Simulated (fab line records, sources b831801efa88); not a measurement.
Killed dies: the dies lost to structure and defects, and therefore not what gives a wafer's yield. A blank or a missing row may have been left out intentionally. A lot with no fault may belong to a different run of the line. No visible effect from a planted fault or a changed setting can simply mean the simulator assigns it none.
fab line records	flow sky130
record: lots: 15	wafers: 45	last-day: 50
route steps=708 shown LOCAL_INTERCONNECT@389 CONTACT@419 METAL1@435
lots untouched by any fault: they come from a run of this same line in which no faults occurred
start-h: hours from the record's first day to the start of the lot's first wafer shown	wait-h: hours from the lot's prior step to this one	" unchanged from the row above	L1.1+2: a single row standing in for several wafers	- no value, or no start was given	* or withheld: withheld	< > ~ a bound
route shown NAME@n: NAME is a module with steps in the file, n the number in the route of the first one	usual: average and standard deviation across the fault-free wafers	same: alike in all rows	chamber/n: place in a boat	sites: per-site readings	_std_site: the values' standard deviation	_edge_site: inner sites' mean taken away from outer sites' mean	radius-mm: how far each site lies from the wafer's centre	mask NAME#n: copy n	behind: tool/chamber where the wafer was last shaped	hold: the reason the lot was held/the length of the hold in hours/how it ended	device: transistor that didn't switch, given as n, p or np	end of line: the tests these same wafers got at the end of their route	where a step has no rows: the recipe by itself	killed: the dies lost at the first sort to structure and to defects; this is not the yield of the wafer	map: dies across one wafer; x = killed, . = not, _ = none there
set.NAME: the run value of the setting; set.NAME@STEP: its run value at that earlier step	model.NAME: the simulator's own value behind a step, which no gauge read
one table for each step of the route and one row for each wafer, over a sample of lots
services: when a tool's chamber went out of use (start-h, in hours from the record's first day, below 0 if earlier), for how many hours, and the reason
== steps ==
step: SKY_LOCAL_INTERCONNECT_THK_MEAS_02
recipe: thk-meas-gauge: xrf	reads: TiN_of_LOCAL_INTERCONNECT_SPUTTER_00
usual: LOCAL_INTERCONNECT_TIN_THK: 102.5/1.3
lot.wafer	tool	chamber	start-h	wait-h	LOCAL_INTERCONNECT_TIN_THK[nm]
L805.3	film-metro-03	-	683.27	0.1	102.1
L805.4	"	-	"	"	102.0
L805.6	"	-	"	"	100.6
L806.2	film-metro-02	-	688.71	0.1	102.0
L806.3	"	-	"	"	102.1
L806.5	"	-	"	"	102.1
L807.2	film-metro-03	-	694.11	0.1	101.3
L807.4	"	-	"	"	101.4
L807.6	"	-	"	"	99.7
L808.2	film-metro-03	-	700.46	0.1	104.7
L808.4	"	-	"	"	103.1
L808.5	"	-	"	"	103.7
L812.1	film-metro-04	-	746.91	0.1	104.8
L812.5	"	-	"	"	104.7
L812.6	"	-	"	"	104.4
L813.2	film-metro-02	-	748.79	0.1	101.1
L813.3	"	-	"	"	101.0
L813.5	"	-	"	"	100.9
L814.1	film-metro-04	-	749.78	0.1	101.8
L814.3	"	-	"	"	100.9
L814.5	"	-	"	"	100.7
L815.1	film-metro-02	-	753.87	0.1	101.2
L815.4	"	-	"	"	101.2
L815.6	"	-	"	"	101.3
L816.1	film-metro-02	-	766.15	0.1	100.6
L816.4	"	-	"	"	100.6
L816.5	"	-	"	"	99.8
L817.1	film-metro-04	-	773.83	0.1	103.1
L817.3	"	-	"	"	101.9
L817.4	"	-	"	"	102.4
L823.2	film-metro-02	-	819.64	0.1	102.1
L823.3	"	-	"	"	102.0
L823.5	"	-	"	"	101.9
L824.1	film-metro-03	-	821.70	0.1	104.2
L824.2	"	-	"	"	104.3
L824.3	"	-	"	"	104.6
L825.2	film-metro-02	-	830.88	0.1	101.9
L825.3	"	-	"	"	101.7
L825.4	"	-	"	"	101.7
L827.2	film-metro-02	-	845.89	0.1	101.5
L827.3	"	-	"	"	102.3
L827.5	"	-	"	"	101.8
L828.1	film-metro-03	-	851.45	0.1	104.2
L828.5	"	-	"	"	103.3
L828.6	"	-	"	"	102.0
step: SKY_CONTACT_DEVELOP_13
recipe: develop-time-s: 60	resist: KrF-thick	dev-temp-c: 21
usual: chill-plate-temp-C: 22.99/0.096	develop-time-s: 60/0
lot.wafer	tool	chamber	start-h	wait-h	chill-plate-temp-C	develop-time-s
L805.3	litho-track-02	0	739	-	22.97	60
L805.4	"	0	"	"	22.95	60
L805.6	"	0	"	"	22.99	60
L806.2	litho-track-02	0	746	-	23.01	60
L806.3	"	0	"	"	22.88	60
L806.5	"	0	"	"	23.00	60
L807.2	litho-track-01	0	750	-	23.00	60
L807.4	"	0	"	"	23.00	60
L807.6	"	0	"	"	23.11	60
L808.2	litho-track-01	0	757	-	23.09	60
L808.4	"	0	"	"	22.88	60
L808.5	"	0	"	"	22.95	60
L812.1	litho-track-02	0	801	-	23.08	60
L812.5	"	0	"	"	23.09	60
L812.6	"	0	"	"	22.91	60
L813.2	litho-track-01	0	803	-	22.95	60
L813.3	"	0	"	"	23.00	60
L813.5	"	0	"	"	22.85	60
L814.1	litho-track-02	0	804	-	23.04	60
L814.3	"	0	"	"	22.97	60
L814.5	"	0	"	"	23.08	60
L815.1	litho-track-03	0	807	-	22.95	60
L815.4	"	0	"	"	22.86	60
L815.6	"	0	808	-	22.91	60
L816.1	litho-track-01	0	819	-	23.04	60
L816.4	"	0	"	"	22.93	60
L816.5	"	0	"	"	22.94	60
L817.1	litho-track-02	0	828	-	22.80	60
L817.3	"	0	"	"	22.93	60
L817.4	"	0	"	"	22.93	60
L823.2	litho-track-01	-	873	-	-	-
L823.3	"	-	"	"	-	-
L823.5	"	-	"	"	-	-
L824.1	litho-track-03	-	875	-	-	-
L824.2	"	-	"	"	-	-
L824.3	"	-	"	"	-	-
L825.2	litho-track-02	-	884	-	-	-
L825.3	"	-	"	"	-	-
L825.4	"	-	885	-	-	-
L827.2	litho-track-01	0	898	-	22.91	60
L827.3	"	0	"	"	23.08	60
L827.5	"	0	"	"	23.04	60
L828.1	litho-track-01	0	904	-	23.12	60
L828.5	"	0	905	-	23.16	60
L828.6	"	0	"	"	23.16	60
step: SKY_CONTACT_CD_MEAS_14
recipe: target-cd-nm: 170
usual: cd-nm: 169.3/1.6
lot.wafer	tool	chamber	start-h	wait-h	cd-nm
L805.3	cd-sem-01	-	740.04	-	169.7
L805.4	"	-	"	"	170.4
L805.6	"	-	"	"	168.6
L806.2	cd-sem-02	-	746.52	-	170.5
L806.3	"	-	"	"	170.7
L806.5	"	-	"	"	170.6
L807.2	cd-sem-02	-	750.80	-	166.5
L807.4	"	-	"	"	167.1
L807.6	"	-	"	"	167.3
L808.2	cd-sem-01	-	757.55	-	166.5
L808.4	"	-	"	"	167.2
L808.5	"	-	"	"	167.0
L812.1	cd-sem-01	-	801.80	-	168.9
L812.5	"	-	"	"	169.8
L812.6	"	-	"	"	169.6
L813.2	cd-sem-02	-	803.95	-	167.1
L813.3	"	-	"	"	167.0
L813.5	"	-	"	"	167.9
L814.1	cd-sem-02	-	804.80	-	170.6
L814.3	"	-	"	"	172.4
L814.5	"	-	"	"	170.7
L815.1	cd-sem-02	-	808.04	-	168.3
L815.4	"	-	"	"	170.1
L815.6	"	-	"	"	169.3
L816.1	cd-sem-02	-	819.38	-	169.2
L816.4	"	-	"	"	167.5
L816.5	"	-	"	"	170.9
L817.1	cd-sem-01	-	828.85	-	169.5
L817.3	"	-	"	"	168.1
L817.4	"	-	"	"	169.2
L823.2	cd-sem-02	-	873.30	-	-
L823.3	"	-	"	"	-
L823.5	"	-	"	"	-
L824.1	cd-sem-01	-	875.34	-	-
L824.2	"	-	"	"	-
L824.3	"	-	"	"	-
L825.2	cd-sem-01	-	885.12	-	-
L825.3	"	-	"	"	-
L825.4	"	-	"	"	-
L827.2	cd-sem-02	-	898.95	-	171.4
L827.3	"	-	"	"	169.4
L827.5	"	-	"	"	171.2
L828.1	cd-sem-01	-	905.13	-	169.8
L828.5	"	-	"	"	170.2
L828.6	"	-	"	"	168.7
step: SKY_METAL1_SPUTTER_01
recipe: material: TiN	target-thk-nm: 20	power-w: 6500	time-s: 16.7	chamber-pressure-pa: 0.4
usual: throttle-valve-pct: 29.6/0.71
same: time-s: 16.7
lot.wafer	tool	chamber	start-h	wait-h	throttle-valve-pct
L805.3	pvd-sputter-01	-	741.55	0.0	30.3
L805.4	"	-	"	"	30.0
L805.6	"	-	"	"	30.4
L806.2	pvd-sputter-04	-	748.17	0.0	29.1
L806.3	"	-	"	"	29.7
L806.5	"	-	"	"	30.4
L807.2	pvd-sputter-01	-	752.33	0.0	30.2
L807.4	"	-	"	"	30.1
L807.6	"	-	"	"	29.1
L808.2	pvd-sputter-01	-	759.12	0.0	30.0
L808.4	"	-	"	"	29.0
L808.5	"	-	"	"	28.5
L812.1	pvd-sputter-03	-	803.35	0.0	30.1
L812.5	"	-	"	"	30.4
L812.6	"	-	"	"	29.0
L813.2	pvd-sputter-01	-	805.48	0.0	29.8
L813.3	"	-	"	"	29.3
L813.5	"	-	"	"	28.1
L814.1	pvd-sputter-03	-	806.35	0.0	28.6
L814.3	"	-	"	"	28.9
L814.5	"	-	"	"	30.3
L815.1	pvd-sputter-01	-	809.59	0.0	28.8
L815.4	"	-	"	"	28.7
L815.6	"	-	"	"	29.5
L816.1	pvd-sputter-04	-	820.93	0.0	30.6
L816.4	"	-	"	"	29.5
L816.5	"	-	"	"	29.5
L817.1	pvd-sputter-04	-	830.41	0.0	29.9
L817.3	"	-	"	"	29.2
L817.4	"	-	"	"	30.3
L827.2	pvd-sputter-04	-	900.49	0.0	30.2
L827.3	"	-	"	"	29.9
L827.5	"	-	"	"	29.3
L828.1	pvd-sputter-03	-	906.79	0.0	29.1
L828.5	"	-	"	"	28.5
L828.6	"	-	"	"	29.4
== services ==
tool	chamber	start-h	hours	kind
pvd-sputter-01	-	725.00	4.7	repair
pvd-sputter-03	-	742.39	6.1	repair
pvd-sputter-04	-	849.85	2.1	repair
pvd-sputter-03	-	870.84	1.2	repair
== key ==
first-sign: step: SKY_CONTACT_DEVELOP_13	reading: tool-record	direction: missing
effect none on later readings
met-at SKY_CONTACT_DEVELOP_13
struck-lots L823,L824,L825
later-rows-left-out L823.2,L823.3,L823.5,L824.1,L824.2,L824.3,L825.2,L825.3,L825.4
sort-left-out L823.2,L823.3,L823.5,L824.1,L824.2,L824.3,L825.2,L825.3,L825.4
tester-left-out L823,L824,L825
not-acting-at SKY_LOCAL_INTERCONNECT_THK_MEAS_02,SKY_CONTACT_CD_MEAS_14,SKY_METAL1_SPUTTER_01
onset-between 828 873
fault: kind: skipped-step-whole	tool: litho-track-01,litho-track-02,litho-track-03	chamber: -	onset-h: 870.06	steps: SKY_CONTACT_DEVELOP_13	scope: struck-lots-only
tester-left-out: of these lots the tester's yield and bins aren't shown, on N5 and GAA mostly nor the transistor test; their killed dies are dies lost to structure and defects alone, not to doping, threshold or leakage, so they don't give the yield
sort-left-out: the simulated sort isn't trusted on such a fault, so these wafers' sort isn't shown, and their yield isn't known
later-rows-left-out: the simulator's readings of these wafers behind a module that went badly wrong aren't trusted and aren't shown, but for the sort
